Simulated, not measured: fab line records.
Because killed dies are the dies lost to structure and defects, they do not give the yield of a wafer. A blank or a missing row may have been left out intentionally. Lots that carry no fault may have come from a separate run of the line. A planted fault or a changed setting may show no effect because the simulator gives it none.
fab line records ; flow sky130
record lots=11; wafers=33; last-day=50
route steps=708 shown METAL1@440 VIA1@467 PAD_OPEN@708
lots that met no fault: from a run of the same line without faults
start-h: the number of hours between the record's first day and the start of the first shown wafer of the lot ; wait-h: how many hours have passed since the lot's step before this one ; " repeats the value in the row above ; L1.1+2: a row that stands for several wafers ; - either no value or no given start ; * or withheld: withheld ; < > ~ a bound
route shown NAME@n: NAME is a module with steps in the file, n the number in the route of the first one ; usual: mean/standard deviation taken from wafers without a fault ; same: alike in all rows ; chamber/n: place in a boat ; sites: the reading at each site ; _std_site: their standard deviation ; _edge_site: the outer-site mean with the inner-site mean subtracted ; radius-mm: how far each site lies from the wafer's centre ; mask NAME#n: copy n ; behind: the tool/chamber that last shaped the wafer ; hold: why the lot was held/for how many hours/how that ended ; device: whichever transistor did not switch (one of n, p or np) ; end of line: the same wafers' tests at the end of the route ; a step given without rows: its recipe and nothing more ; killed: count of dies lost to structure and defects at first sort (not the wafer's yield) ; map: a wafer's dies, x killed, . not, _ none there
set.NAME: the setting that was run; set.NAME@STEP: the one run at that earlier step ; model.NAME: the simulator's own value behind a step, which no gauge read
one table for each step of the route and one row for each wafer, over a sample of lots
services: a tool's chamber out of use, with start hour (start-h, from the record's first day; less than 0 if before it), hours out, and reason
## steps
# step SKY_METAL1_THK_MEAS_06
# recipe thk-meas-gauge=xrf; reads=AlCu_of_METAL1_SPUTTER_02
# usual METAL1_ALCU_THK=253/3.7
lot.wafer;tool;chamber;start-h;wait-h;METAL1_ALCU_THK[nm]
L601.2;film-metro-04;-;720.31;0.1;252
L601.3;film-metro-04;-;720.31;0.1;254
L601.4;film-metro-04;-;720.31;0.1;259
L602.2;film-metro-04;-;736.16;0.1;257
L602.3;film-metro-04;-;736.16;0.1;255
L602.6;film-metro-04;-;736.16;0.1;252
L606.1;film-metro-03;-;772.61;0.1;251
L606.5;film-metro-03;-;772.61;0.1;255
L606.6;film-metro-03;-;772.61;0.1;251
L607.1;film-metro-04;-;777.96;0.1;254
L607.3;film-metro-04;-;777.96;0.1;258
L607.5;film-metro-04;-;777.96;0.1;258
L608.1;film-metro-01;-;788.61;0.1;246
L608.2;film-metro-01;-;788.61;0.1;251
L608.3;film-metro-01;-;788.61;0.1;245
L613.2;film-metro-01;-;833.25;0.1;246
L613.3;film-metro-01;-;833.25;0.1;251
L613.5;film-metro-01;-;833.25;0.1;252
L616.2;film-metro-04;-;858.26;0.1;253
L616.5;film-metro-04;-;858.26;0.1;256
L616.6;film-metro-04;-;858.26;0.1;253
L617.1;film-metro-01;-;862.34;0.1;252
L617.2;film-metro-01;-;862.34;0.1;249
L617.6;film-metro-01;-;862.34;0.1;255
L619.1;film-metro-04;-;870.32;0.1;259
L619.2;film-metro-04;-;870.32;0.1;256
L619.6;film-metro-04;-;870.32;0.1;258
L621.1;film-metro-03;-;891.25;0.1;254
L621.2;film-metro-03;-;891.25;0.1;254
L621.4;film-metro-03;-;891.25;0.1;251
L622.3;film-metro-04;-;895.34;0.1;252
L622.5;film-metro-04;-;895.34;0.1;254
L622.6;film-metro-04;-;895.34;0.1;253
# step SKY_METAL1_OVL_MEAS_16
# usual METAL1_OVL=1/5
lot.wafer;tool;chamber;start-h;wait-h;METAL1_OVL[nm]
L601.2;overlay-01;-;748.49;0.1;-8
L601.3;overlay-01;-;748.49;0.1;-3
L601.4;overlay-01;-;748.49;0.1;2
L602.2;overlay-01;-;764.67;0.1;5
L602.3;overlay-01;-;764.67;0.1;7
L602.6;overlay-01;-;764.67;0.1;1
L606.1;overlay-02;-;799.93;0.1;2
L606.5;overlay-02;-;799.93;0.1;2
L606.6;overlay-02;-;799.93;0.1;3
L607.1;overlay-02;-;805.38;0.1;6
L607.3;overlay-02;-;805.38;0.1;5
L607.5;overlay-02;-;805.38;0.1;0
L608.1;overlay-01;-;815.93;0.1;12
L608.2;overlay-01;-;815.93;0.1;-2
L608.3;overlay-01;-;815.93;0.1;2
L613.2;overlay-02;-;858.69;0.1;8
L613.3;overlay-02;-;858.69;0.1;-5
L613.5;overlay-02;-;858.69;0.1;-8
L616.2;overlay-02;-;884.09;0.1;-3
L616.5;overlay-02;-;884.09;0.1;5
L616.6;overlay-02;-;884.09;0.1;0
L617.1;overlay-01;-;888.24;0.1;1
L617.2;overlay-01;-;888.24;0.1;-1
L617.6;overlay-01;-;888.24;0.1;0
L619.1;overlay-02;-;895.98;0.1;1
L619.2;overlay-02;-;895.98;0.1;1
L619.6;overlay-02;-;895.98;0.1;0
L621.1;overlay-01;-;916.18;0.1;5
L621.2;overlay-01;-;916.18;0.1;-3
L621.4;overlay-01;-;916.18;0.1;-7
L622.3;overlay-01;-;920.34;0.1;-2
L622.5;overlay-01;-;920.34;0.1;-3
L622.6;overlay-01;-;920.34;0.1;-1
# step SKY_VIA1_EXPOSE_09
# recipe mask-id=VIM; na=0.8; source-shape=annular; sigma-inner=0.55; sigma-outer=0.85; target-cd-nm=150; dose-mj=38
# usual stage-vel-mm-s=500.01/0.26
lot.wafer;tool;chamber;start-h;wait-h;mask;stage-vel-mm-s
L601.2;krf-scanner-01;0;763.88;-;VIM#0;500.41
L601.3;krf-scanner-01;0;763.88;-;VIM#0;500.49
L601.4;krf-scanner-01;0;763.88;-;VIM#0;500.38
L602.2;krf-scanner-02;0;779.92;-;VIM#0;499.56
L602.3;krf-scanner-02;0;779.92;-;VIM#0;499.59
L602.6;krf-scanner-02;0;779.92;-;VIM#0;499.79
L606.1;krf-scanner-01;0;815.22;-;VIM#0;500.15
L606.5;krf-scanner-01;0;815.22;-;VIM#0;500.12
L606.6;krf-scanner-01;0;815.22;-;VIM#0;500.40
L607.1;krf-scanner-02;0;820.88;-;VIM#0;499.69
L607.3;krf-scanner-02;0;820.88;-;VIM#0;500.15
L607.5;krf-scanner-02;0;820.88;-;VIM#0;500.00
L608.1;krf-scanner-02;0;830.81;-;VIM#0;500.59
L608.2;krf-scanner-02;0;830.81;-;VIM#0;500.54
L608.3;krf-scanner-02;0;830.81;-;VIM#0;500.15
L613.2;krf-scanner-01;0;872.63;-;VIM#0;499.70
L613.3;krf-scanner-01;0;872.63;-;VIM#0;499.48
L613.5;krf-scanner-01;0;872.63;-;VIM#0;499.64
L616.2;krf-scanner-02;0;898.17;-;VIM#0;500.16
L616.5;krf-scanner-02;0;898.17;-;VIM#0;500.13
L616.6;krf-scanner-02;0;898.17;-;VIM#0;500.32
L617.1;krf-scanner-02;0;902.11;-;VIM#0;499.96
L617.2;krf-scanner-02;0;902.11;-;VIM#0;500.22
L617.6;krf-scanner-02;0;902.11;-;VIM#0;500.28
L619.1;krf-scanner-02;0;910.80;-;VIM#0;500.11
L619.2;krf-scanner-02;0;910.80;-;VIM#0;500.01
L619.6;krf-scanner-02;0;910.80;-;VIM#0;499.68
L621.1;krf-scanner-02;0;929.49;-;VIM#0;500.16
L621.2;krf-scanner-02;0;929.49;-;VIM#0;500.25
L621.4;krf-scanner-02;0;929.49;-;VIM#0;500.11
L622.3;krf-scanner-02;0;934.50;-;VIM#0;500.38
L622.5;krf-scanner-02;0;934.50;-;VIM#0;500.15
L622.6;krf-scanner-02;0;934.50;-;VIM#0;500.52
# step SKY_VIA1_CD_MEAS_12
# recipe target-cd-nm=150
# usual cd-nm=149.9/2
lot.wafer;tool;chamber;start-h;wait-h;cd-nm
L601.2;cd-sem-01;-;777.44;-;149.6
L601.3;cd-sem-01;-;777.44;-;149.3
L601.4;cd-sem-01;-;777.44;-;149.5
L602.2;cd-sem-01;-;793.49;-;150.6
L602.3;cd-sem-01;-;793.49;-;150.5
L602.6;cd-sem-01;-;793.49;-;150.8
L606.1;cd-sem-01;-;828.12;-;151.5
L606.5;cd-sem-01;-;828.12;-;151.5
L606.6;cd-sem-01;-;828.12;-;152.8
L607.1;cd-sem-02;-;834.07;-;141.4
L607.3;cd-sem-02;-;834.07;-;132.7
L607.5;cd-sem-02;-;834.07;-;135.8
L608.1;cd-sem-02;-;843.01;-;109.9
L608.2;cd-sem-02;-;843.01;-;135.1
L608.3;cd-sem-02;-;843.01;-;131.6
L613.2;cd-sem-01;-;886.13;-;152.5
L613.3;cd-sem-01;-;886.13;-;150.2
L613.5;cd-sem-01;-;886.13;-;150.8
L616.2;cd-sem-02;-;911.64;-;151.5
L616.5;cd-sem-02;-;911.64;-;152.0
L616.6;cd-sem-02;-;911.64;-;153.2
L617.1;cd-sem-02;-;915.02;-;144.5
L617.2;cd-sem-02;-;915.02;-;145.8
L617.6;cd-sem-02;-;915.02;-;143.0
L619.1;cd-sem-02;-;922.27;-;152.6
L619.2;cd-sem-02;-;922.27;-;152.1
L619.6;cd-sem-02;-;922.27;-;151.8
L621.1;cd-sem-01;-;941.57;-;146.1
L621.2;cd-sem-01;-;941.57;-;149.3
L621.4;cd-sem-01;-;941.57;-;149.8
L622.3;cd-sem-01;-;945.95;-;152.1
L622.5;cd-sem-01;-;945.95;-;150.4
L622.6;cd-sem-01;-;945.95;-;150.3
# step SKY_VIA1_STRIP_16
# recipe chemistry=O2/N2; power-w=1400; pressure-mtorr=1500; platen-temp-c=withheld; o2-flow-sccm=3000; n2-flow-sccm=300; overash-fraction=0.5
# usual drypump-motor-current-A=5.5/0.46; oes-product-au=0.416/0.0043; strip-time-to-endpoint-s=4.457/0.025
lot.wafer;tool;chamber;start-h;wait-h;drypump-motor-current-A;oes-product-au;rf-hours-counter-h;strip-time-to-endpoint-s
L601.2;plasma-asher-02;0;777.67;0.0;5.9;0.418;33;4.434
L601.3;plasma-asher-02;0;777.67;0.0;5.8;0.414;-;4.455
L601.4;plasma-asher-02;1;777.67;0.0;5.1;0.425;-;4.480
L602.2;plasma-asher-02;1;793.72;0.0;5.1;0.421;35;4.470
L602.3;plasma-asher-02;0;793.72;0.0;5.8;0.415;-;4.483
L602.6;plasma-asher-02;1;793.72;0.0;5.2;0.412;-;4.447
L606.1;plasma-asher-01;1;828.37;0.0;4.9;0.413;76;4.444
L606.5;plasma-asher-01;1;828.37;0.0;4.9;0.415;-;4.470
L606.6;plasma-asher-01;0;828.37;0.0;5.8;0.419;-;4.477
L607.1;plasma-asher-04;1;834.32;0.0;6.4;0.415;92;4.447
L607.3;plasma-asher-04;0;834.32;0.0;5.8;0.417;-;4.418
L607.5;plasma-asher-04;0;834.32;0.0;5.8;0.414;-;4.420
L608.1;plasma-asher-01;1;843.26;0.0;4.9;0.411;78;4.448
L608.2;plasma-asher-01;0;843.26;0.0;5.8;0.416;78;4.506
L608.3;plasma-asher-01;1;843.26;0.0;4.9;0.416;-;4.438
L613.2;plasma-asher-02;1;886.35;0.0;5.1;0.415;45;4.445
L613.3;plasma-asher-02;1;886.35;0.0;5.2;0.416;-;4.459
L613.5;plasma-asher-02;0;886.35;0.0;5.9;0.409;-;4.433
L616.2;plasma-asher-01;0;911.87;0.0;5.8;0.411;83;4.426
L616.5;plasma-asher-01;0;911.87;0.0;5.8;0.411;-;4.454
L616.6;plasma-asher-01;1;911.87;0.0;4.9;0.411;-;4.430
L617.1;plasma-asher-01;0;915.26;0.0;5.8;0.411;84;4.416
L617.2;plasma-asher-01;1;915.26;0.0;4.9;0.414;84;4.431
L617.6;plasma-asher-01;1;915.26;0.0;4.9;0.420;-;4.455
L619.1;plasma-asher-01;1;922.52;0.0;4.9;0.413;85;4.427
L619.2;plasma-asher-01;0;922.52;0.0;5.8;0.413;85;4.470
L619.6;plasma-asher-01;0;922.52;0.0;5.8;0.415;-;4.444
L621.1;plasma-asher-01;1;941.81;0.0;4.9;0.415;87;4.457
L621.2;plasma-asher-01;0;941.81;0.0;5.8;0.422;87;4.478
L621.4;plasma-asher-01;0;941.81;0.0;5.8;0.410;-;4.466
L622.3;plasma-asher-02;1;946.19;0.1;5.2;0.417;-;4.425
L622.5;plasma-asher-02;1;946.19;0.1;5.1;0.414;-;4.412
L622.6;plasma-asher-02;0;946.19;0.1;5.9;0.411;-;4.433
# step SKY_PAD_OPEN_PROBE_99
# usual defect-limited-yield=82.9/2; killed_at_M0_to_M3=43/7; killed_at_M4_up=3.0/1.9; killed-at-contacts=24/4.6; killed-at-front-end=15/4.1; killed-at-other=0.3/0.52; killed-dies=84/9.7; killed-on-rim=16/3.6; killed-open=46/6.9; killed-short=38/6.8; sort_bin_3_pad_short=0.8/0.41; sort_bin_5_function=10.2/1.5; sort_bin_6_memory=6.1/1.1; sort-n-pass=408/9.7; sort-yield-pct=82.9/2
# same gross-dies=492; killed-at-back-side=0; sort_bin_4_leakage[%]=0; sort_bin_8_speed[%]=0
lot.wafer;tool;chamber;start-h;wait-h;defect-limited-yield[%];killed_at_M0_to_M3;killed_at_M4_up;killed-at-contacts;killed-at-front-end;killed-at-other;killed-dies;killed-on-rim;killed-open;killed-short;sort_bin_3_pad_short[%];sort_bin_5_function[%];sort_bin_6_memory[%];sort-n-pass;sort-yield-pct[%]
L607.1;prober-01;-;1108.10;0.1;82.3;46;4;24;13;0;87;16;55;32;1.2;10.2;6.3;405;82.3
L607.3;prober-01;-;1108.20;0.2;77.2;67;2;30;13;0;112;35;53;35;1.0;13.8;7.9;380;77.2
L607.5;prober-01;-;1108.30;0.2;78.9;56;4;25;18;1;104;26;52;45;1.4;13.0;6.7;388;78.9
L608.1;prober-02;-;1116.20;0.1;0.8;449;1;24;14;0;488;96;47;47;0.4;89.8;8.9;4;0.8
L608.2;prober-02;-;1116.25;0.1;78.9;55;2;26;21;0;104;22;55;47;0.6;15.4;5.1;388;78.9
L608.3;prober-02;-;1116.30;0.2;79.9;51;1;28;18;1;99;30;44;45;0.8;12.6;6.7;393;79.9
L616.2;prober-01;-;1164.33;0.1;85.0;40;3;22;9;0;74;15;42;32;0.2;7.9;6.9;418;85.0
L616.5;prober-01;-;1164.48;0.2;84.1;37;5;24;12;0;78;15;42;36;0.4;8.5;6.9;414;84.1
L616.6;prober-01;-;1164.53;0.2;80.5;57;4;23;12;0;96;22;43;53;0.8;13.0;5.7;396;80.5
L619.1;prober-02;-;1174.78;0.1;81.1;37;2;27;27;0;93;20;57;36;0.6;10.8;7.5;399;81.1
L619.2;prober-02;-;1174.83;0.1;81.1;46;2;19;25;1;93;19;63;30;0.8;10.2;7.9;399;81.1
L619.6;prober-02;-;1175.03;0.2;83.9;47;0;17;14;1;79;13;43;36;0.6;9.8;5.7;413;83.9
# killed by level:class
L607.1 CONTACT:geometric-particle:open=12 VIA1:geometric-particle:open=12 VIA3:geometric-particle:open=9 LI_CONTACT:geometric-particle:open=7 VIA1:geometric-particle:short=7 POLY_GATE:geometric-particle:short=4 METAL1:geometric-particle:short=4 VIA3:geometric-particle:short=4
L607.3 VIA1:area-expose=24 VIA1:geometric-particle:open=13 LI_CONTACT:geometric-particle:open=10 CONTACT:geometric-particle:open=10 FIELD_ISO:geometric-particle:short=7 VIA3:geometric-particle:open=6 METAL1:geometric-particle:short=5 VIA2:geometric-particle:open=5
L607.5 CONTACT:geometric-particle:open=10 VIA1:geometric-particle:open=9 VIA3:geometric-particle:open=8 VIA1:geometric-particle:short=8 VIA2:geometric-particle:open=6 LI_CONTACT:geometric-particle:open=6 METAL3:geometric-particle:short=6 CONTACT:geometric-particle:short=5
L608.1 VIA1:area-expose=393 VIA1:geometric-particle:short=12 VIA2:geometric-particle:open=11 CONTACT:geometric-particle:open=10 VIA3:geometric-particle:open=7 METAL1:geometric-particle:short=6 CONTACT:geometric-particle:short=5 VIA2:geometric-particle:short=5
L608.2 CONTACT:geometric-particle:open=10 VIA1:geometric-particle:open=10 METAL1:geometric-particle:short=7 VIA2:geometric-particle:open=7 LI_CONTACT:geometric-particle:open=7 VIA1:geometric-particle:short=6 METAL2:geometric-particle:short=6 VIA3:geometric-particle:open=6
L608.3 VIA1:area-expose=10 LI_CONTACT:geometric-particle:open=9 CONTACT:geometric-particle:open=7 VIA1:geometric-particle:open=7 FIELD_ISO:geometric-particle:short=6 METAL1:geometric-particle:short=5 VIA2:geometric-particle:open=5 VIA1:geometric-particle:short=5
L616.2 CONTACT:geometric-particle:open=12 VIA1:geometric-particle:open=6 METAL2:geometric-particle:short=6 VIA2:geometric-particle:open=5 VIA3:geometric-particle:open=5 FIELD_ISO:geometric-particle:open=4 LI_CONTACT:geometric-particle:open=4 VIA1:geometric-particle:short=4
L616.5 CONTACT:geometric-particle:open=11 VIA1:geometric-particle:open=7 CONTACT:geometric-particle:short=6 METAL1:geometric-particle:short=6 VIA2:geometric-particle:open=6 VIA3:geometric-particle:open=6 POLY_GATE:geometric-particle:open=5 VIA1:geometric-particle:short=5
L616.6 VIA1:geometric-particle:open=10 CONTACT:geometric-particle:open=8 VIA3:geometric-particle:open=8 METAL2:geometric-particle:short=7 METAL3:geometric-particle:short=6 LI_CONTACT:geometric-particle:open=5 CONTACT:geometric-particle:short=5 METAL1:geometric-particle:short=5
L619.1 CONTACT:geometric-particle:open=14 FIELD_ISO:geometric-particle:open=9 VIA2:geometric-particle:open=7 VIA3:geometric-particle:open=7 FIELD_ISO:geometric-particle:short=6 CONTACT:geometric-particle:short=6 METAL1:geometric-particle:short=6 SPACER:geometric-particle:open=5
L619.2 VIA1:geometric-particle:open=10 VIA2:geometric-particle:open=9 CONTACT:geometric-particle:open=8 VIA3:geometric-particle:open=7 POLY_GATE:geometric-particle:open=6 LI_CONTACT:geometric-particle:open=5 FIELD_ISO:geometric-particle:open=4 SPACER:geometric-particle:short=4
L619.6 VIA1:geometric-particle:open=14 METAL1:geometric-particle:short=8 LI_CONTACT:geometric-particle:open=6 VIA3:geometric-particle:open=6 CONTACT:geometric-particle:short=5 POLY_GATE:geometric-particle:open=4 POLY_GATE:geometric-particle:short=4 CONTACT:geometric-particle:open=4
## services
tool;chamber;start-h;hours;kind
plasma-asher-04;-;740.58;4.5;repair
krf-scanner-02;-;744.60;1.0;pm
krf-scanner-02;-;745.60;0.8;pm
krf-scanner-01;-;745.89;7.8;repair
krf-scanner-01;-;753.64;1.0;pm
plasma-asher-02;-;760.17;2.8;pm
krf-scanner-02;-;763.73;0.5;repair
krf-scanner-01;-;772.67;0.7;repair
krf-scanner-01;-;776.42;4.4;pm
plasma-asher-04;-;787.72;27.8;repair
plasma-asher-04;-;788.00;0.8;repair
plasma-asher-01;-;791.84;4.5;repair
plasma-asher-04;-;815.53;14.6;pm
krf-scanner-02;-;846.32;7.5;repair
krf-scanner-02;-;852.08;0.3;repair
krf-scanner-02;-;860.46;1.3;repair
krf-scanner-01;-;861.75;1.3;pm
krf-scanner-02;-;876.64;0.7;repair
krf-scanner-01;-;880.12;0.8;pm
plasma-asher-01;-;891.64;10.5;repair
krf-scanner-02;-;913.50;0.8;pm
krf-scanner-02;-;914.25;1.0;pm
krf-scanner-01;-;915.25;1.0;pm
krf-scanner-02;-;916.25;1.3;pm
## key
first-sign step=SKY_VIA1_CD_MEAS_12; reading=cd-nm; direction=down; sigmas=9.3; usual=149.9; struck=131.1
effect step=SKY_PAD_OPEN_PROBE_99; reading=killed_at_M0_to_M3; direction=up; sigmas=11; usual=43; struck=121; wafers-moved=2
more-kills-born-at SKY_VIA1_EXPOSE_09@krf-scanner-02=433
met-at SKY_VIA1_EXPOSE_09
struck-lots L607,L608
later-rows-left-out L608.1
not-acting-at SKY_METAL1_THK_MEAS_06,SKY_METAL1_OVL_MEAS_16,SKY_VIA1_STRIP_16
onset-between 779.92 820.88
fault kind=process-parameter-drift; tool=krf-scanner-02; chamber=-; onset-h=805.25; steps=SKY_VIA1_EXPOSE_09; channel=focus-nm; offset=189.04; spread-by-wafer=0.3; shape=step; end-h=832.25
# later-rows-left-out: the simulator's readings of these wafers behind a module that went badly wrong aren't trusted and aren't shown, but for the sort
